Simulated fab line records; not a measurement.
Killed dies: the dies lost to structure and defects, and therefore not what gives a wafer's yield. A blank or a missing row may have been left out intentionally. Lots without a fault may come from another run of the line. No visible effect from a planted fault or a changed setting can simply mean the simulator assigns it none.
Which tool is to blame?	flow sky130	6 lots, 18 wafers sampled, at 1 step of a route of 708

## WHAT EACH GAUGE READ, for each wafer
SKY_METAL2_RS_MEAS_05: measures by four-point-probe.
lot	measured	on	METAL2_ALCU_RS (ohm/sq)
L161	day 34 08:40	film_metro-02	0.1240 0.1250 0.1246
L165	day 36 09:46	film_metro-03	0.1250 0.1247 0.1246
L168	day 36 20:07	film_metro-04	0.1281 0.1292 0.1271
L171	day 37 15:24	film_metro-02	0.1261 0.1256 0.1251
L173	day 38 04:07	film_metro-03	0.1257 0.1273 0.1262
L182	day 40 19:05	film_metro-03	0.1300 0.1278 0.1271

## WHICH TOOL RAN EACH LOT (tool, then ch and the chambers of the sampled wafers, then the start)
No process step before these readings appears in the record.

## THE ANSWER, worked out from the rows above alone
Rule: the lots themselves supply what counts as usual. Put in order of their means at a reading, lots are off if they are a third of the lots or fewer, leave a main group of 4 or more, and stand apart from it by a gap of 3 or more times the standard deviation of the main group's means; of several such gaps the widest counts. The tables above print the reading to a certain number of digits; a main group whose means all agree to those digits is not used. Also off: a lot with no number at a reading for which 4 or more lots have one. Where the step has rows for the other lots, those lots are counted as sound.
None of the lots is off at any reading shown; this tells nothing.

## WHAT THE SIMULATOR HAD PUT IN
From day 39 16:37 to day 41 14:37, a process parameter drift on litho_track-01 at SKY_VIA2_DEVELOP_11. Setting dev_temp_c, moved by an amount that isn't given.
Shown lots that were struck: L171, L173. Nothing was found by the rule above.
